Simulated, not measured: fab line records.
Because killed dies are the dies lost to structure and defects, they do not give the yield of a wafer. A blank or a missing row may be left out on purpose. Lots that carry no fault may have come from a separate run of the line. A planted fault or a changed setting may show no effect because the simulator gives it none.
Which tool was responsible? / flow gf180mcu / Sampling: 14 lots, 42 wafers, 5 of 602 route steps

## WHAT THE GAUGES SHOWED, per wafer
GF_MVPSD_OVL_MEAS_07.
lot=L809; measured=day 4 23:37; on=overlay-01; MVPSD_OVL (nm)=-1.6 0.2 -0.6
lot=L810; measured=day 5 08:25; on=overlay-02; MVPSD_OVL (nm)=-2.5 -2.3 -1.8
lot=L811; measured=day 5 12:29; on=overlay-02; MVPSD_OVL (nm)=-0.9 -2.1 -2.6
lot=L812; measured=day 5 17:32; on=overlay-01; MVPSD_OVL (nm)=1.0 -0.4 -0.6
lot=L818; measured=day 7 04:55; on=overlay-01; MVPSD_OVL (nm)=-1.9 -1.8 -1.5
lot=L819; measured=day 7 09:55; on=overlay-02; MVPSD_OVL (nm)=-1.2 -1.7 -2.3
lot=L820; measured=day 7 19:35; on=overlay-02; MVPSD_OVL (nm)=-0.9 -1.1 -0.4
lot=L821; measured=day 7 23:09; on=overlay-02; MVPSD_OVL (nm)=1.0 0.9 0.8
lot=L822; measured=day 8 04:04; on=overlay-02; MVPSD_OVL (nm)=-2.1 -3.9 -1.2
lot=L823; measured=day 8 09:25; on=overlay-02; MVPSD_OVL (nm)=-1.5 -1.3 -3.3
lot=L824; measured=day 8 17:04; on=overlay-01; MVPSD_OVL (nm)=0.9 0.4 0.1
lot=L830; measured=day 10 18:40; on=overlay-02; MVPSD_OVL (nm)=-2.0 -1.7 -1.4
lot=L831; measured=day 10 19:24; on=overlay-02; MVPSD_OVL (nm)=0.6 -1.0 -0.3
lot=L832; measured=day 11 08:12; on=overlay-01; MVPSD_OVL (nm)=-0.7 0.9 1.2

GF_VT_IMPLANT_OVL_MEAS_07.
lot=L809; measured=day 5 14:02; on=overlay-02; VT_IMPLANT_OVL (nm)=-2.0 -2.8 -1.3
lot=L810; measured=day 5 22:56; on=overlay-02; VT_IMPLANT_OVL (nm)=-1.7 -1.3 -0.5
lot=L811; measured=day 6 03:02; on=overlay-02; VT_IMPLANT_OVL (nm)=-3.0 -2.1 -1.6
lot=L812; measured=day 6 08:01; on=overlay-01; VT_IMPLANT_OVL (nm)=0.7 0.8 0.6
lot=L818; measured=day 7 20:01; on=overlay-01; VT_IMPLANT_OVL (nm)=1.2 0.8 0.4
lot=L819; measured=day 8 00:56; on=overlay-02; VT_IMPLANT_OVL (nm)=-108.1 -108.8 -108.0 -107.7 -109.1 -107.7
lot=L820; measured=day 8 10:56; on=overlay-02; VT_IMPLANT_OVL (nm)=-107.8 -107.8 -107.3 -108.6 -108.4 -107.8
lot=L821; measured=day 8 14:46; on=overlay-01; VT_IMPLANT_OVL (nm)=-106.9 -106.7 -107.2 -106.9 -106.5 -107.5
lot=L822; measured=day 8 20:53; on=overlay-02; VT_IMPLANT_OVL (nm)=-2.9 -0.6 -1.0
lot=L823; measured=day 9 02:20; on=overlay-01; VT_IMPLANT_OVL (nm)=0.7 -1.3 0.8
lot=L824; measured=day 9 10:08; on=overlay-01; VT_IMPLANT_OVL (nm)=0.4 -0.3 0.3
lot=L830; measured=day 11 12:49; on=overlay-01; VT_IMPLANT_OVL (nm)=-1.2 -2.2 -1.6
lot=L831; measured=day 11 13:43; on=overlay-01; VT_IMPLANT_OVL (nm)=-3.5 -1.5 -3.8
lot=L832; measured=day 12 03:25; on=overlay-01; VT_IMPLANT_OVL (nm)=1.4 0.5 -0.5

GF_DUAL_GATE_OVL_MEAS_11.
lot=L809; measured=day 8 09:26; on=overlay-01; DUAL_GATE_OVL (nm)=0.9 0.9 1.0
lot=L810; measured=day 8 17:43; on=overlay-02; DUAL_GATE_OVL (nm)=1.0 1.3 0.5
lot=L811; measured=day 8 19:58; on=overlay-01; DUAL_GATE_OVL (nm)=-0.3 0.6 -0.3
lot=L812; measured=day 9 01:14; on=overlay-02; DUAL_GATE_OVL (nm)=1.1 0.2 0.5
lot=L818; measured=day 10 17:37; on=overlay-01; DUAL_GATE_OVL (nm)=0.3 0.0 0.7
lot=L822; measured=day 12 01:07; on=overlay-01; DUAL_GATE_OVL (nm)=1.0 2.4 0.3
lot=L823; measured=day 12 06:29; on=overlay-02; DUAL_GATE_OVL (nm)=1.2 2.6 1.7
lot=L824; measured=day 12 12:29; on=overlay-01; DUAL_GATE_OVL (nm)=0.4 -0.4 0.3
lot=L830; measured=day 15 01:16; on=overlay-01; DUAL_GATE_OVL (nm)=4.2 3.0 3.3
lot=L831; measured=day 15 05:34; on=overlay-02; DUAL_GATE_OVL (nm)=-0.4 -0.1 1.6
lot=L832; measured=day 15 14:34; on=overlay-02; DUAL_GATE_OVL (nm)=-2.0 -1.7 -1.0

GF_POLY_GATE_OVL_MEAS_11.
lot=L809; measured=day 9 04:53; on=overlay-02; POLY_GATE_OVL (nm)=8 2 -1
lot=L810; measured=day 9 15:04; on=overlay-02; POLY_GATE_OVL (nm)=1 0 0
lot=L811; measured=day 9 17:00; on=overlay-01; POLY_GATE_OVL (nm)=-2 1 1
lot=L812; measured=day 9 22:29; on=overlay-02; POLY_GATE_OVL (nm)=-1 0 -5
lot=L818; measured=day 11 19:47; on=overlay-01; POLY_GATE_OVL (nm)=-5 -1 -5
lot=L822; measured=day 13 01:26; on=overlay-02; POLY_GATE_OVL (nm)=2 5 7
lot=L823; measured=day 13 06:35; on=overlay-02; POLY_GATE_OVL (nm)=0 4 8
lot=L824; measured=day 13 12:20; on=overlay-02; POLY_GATE_OVL (nm)=3 9 8
lot=L830; measured=day 16 02:58; on=overlay-01; POLY_GATE_OVL (nm)=2 4 5
lot=L831; measured=day 16 06:25; on=overlay-01; POLY_GATE_OVL (nm)=5 -2 6
lot=L832; measured=day 16 16:05; on=overlay-02; POLY_GATE_OVL (nm)=2 5 2

## WHAT TOOL EACH LOT RAN ON (gives the tool, then ch and the chambers of the sampled wafers, and finally the start)
lot=L809; GF_VT_IMPLANT_EXPOSE_04=iline-stepper-02 ch 0, day 5 07:28
lot=L810; GF_VT_IMPLANT_EXPOSE_04=iline-stepper-02 ch 0, day 5 15:28
lot=L811; GF_VT_IMPLANT_EXPOSE_04=iline-stepper-01 ch 0, day 5 19:50
lot=L812; GF_VT_IMPLANT_EXPOSE_04=iline-stepper-01 ch 0, day 6 01:04
lot=L818; GF_VT_IMPLANT_EXPOSE_04=iline-stepper-01 ch 0, day 7 12:26
lot=L819; GF_VT_IMPLANT_EXPOSE_04=iline-stepper-01 ch 0, day 7 17:38
lot=L820; GF_VT_IMPLANT_EXPOSE_04=iline-stepper-01 ch 0, day 8 03:22
lot=L821; GF_VT_IMPLANT_EXPOSE_04=iline-stepper-01 ch 0, day 8 07:13
lot=L822; GF_VT_IMPLANT_EXPOSE_04=iline-stepper-02 ch 0, day 8 12:56
lot=L823; GF_VT_IMPLANT_EXPOSE_04=iline-stepper-02 ch 0, day 8 18:17
lot=L824; GF_VT_IMPLANT_EXPOSE_04=iline-stepper-02 ch 0, day 9 01:50
lot=L830; GF_VT_IMPLANT_EXPOSE_04=iline-stepper-02 ch 0, day 11 04:35
lot=L831; GF_VT_IMPLANT_EXPOSE_04=iline-stepper-02 ch 0, day 11 05:13
lot=L832; GF_VT_IMPLANT_EXPOSE_04=iline-stepper-02 ch 0, day 11 17:55
- GF_VT_IMPLANT_EXPOSE_04: exposes mask LVPWELL LV AREA, target cd 600 nm.

## WHAT THE TOOLS THEMSELVES READ (means of the sampled wafers that have a number; where no wafer has one, the mark that the record gives instead)
GF_VT_IMPLANT_EXPOSE_04.
lot=L809; tool=iline-stepper-02; reticle-temp-C (C)=22.93
lot=L810; tool=iline-stepper-02; reticle-temp-C (C)=22.93
lot=L811; tool=iline-stepper-01; reticle-temp-C (C)=22.96
lot=L812; tool=iline-stepper-01; reticle-temp-C (C)=22.92
lot=L818; tool=iline-stepper-01; reticle-temp-C (C)=23.00
lot=L819; tool=iline-stepper-01; reticle-temp-C (C)=22.95
lot=L820; tool=iline-stepper-01; reticle-temp-C (C)=23.02
lot=L821; tool=iline-stepper-01; reticle-temp-C (C)=22.97
lot=L822; tool=iline-stepper-02; reticle-temp-C (C)=23.00
lot=L823; tool=iline-stepper-02; reticle-temp-C (C)=23.06
lot=L824; tool=iline-stepper-02; reticle-temp-C (C)=22.89
lot=L830; tool=iline-stepper-02; reticle-temp-C (C)=22.83
lot=L831; tool=iline-stepper-02; reticle-temp-C (C)=23.04
lot=L832; tool=iline-stepper-02; reticle-temp-C (C)=23.13

## THE ANSWER, worked out from the rows above alone
Rule: the usual values come from the lots themselves. Put in order of their means at a reading, lots are off if they are a third of the lots or fewer, leave a main group of 4 or more, and stand apart from it by a gap of 3 or more times the standard deviation of the main group's means; of several such gaps the widest counts. If all means in a main group match to the digits the tables above print for the reading, that group is not used. A lot without any number at a reading at which 4 lots or more have one is off too. The other lots that the step has rows for count as sound. Order of review: gauges by route order, followed by the tools' own readings, for which a lot's mean as printed above is used. At the first step where some lot is off, the reading lying furthest off is the one used; lots without a number count as furthest.
Off: L819, L820, L821, seen at GF_VT_IMPLANT_OVL_MEAS_07 (VT_IMPLANT_OVL). The main group: mean -0.9 nm, standard deviation 1.3.
If a tool, at a process step before that reading, ran all the lots that are off and no sound lot after the first of them, it fits. Gauges at GF_VT_IMPLANT_OVL_MEAS_07: tried the same way as those tools. One candidate fits, namely iline-stepper-01 at GF_VT_IMPLANT_EXPOSE_04. A fault onset in the window from L818 (day 7 12:26, its last sound lot) to L819 (day 7 17:38, its first lot off) fits.

## WHAT THE SIMULATOR PUT IN
Scanner matching overlay: iline-stepper-01, from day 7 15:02 on, at GF_VT_IMPLANT_EXPOSE_04. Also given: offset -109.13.
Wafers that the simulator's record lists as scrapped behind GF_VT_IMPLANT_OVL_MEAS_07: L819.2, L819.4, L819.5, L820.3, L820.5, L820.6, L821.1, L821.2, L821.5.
Struck lots among those shown: L819, L820, L821. The rule above reached the same finding.
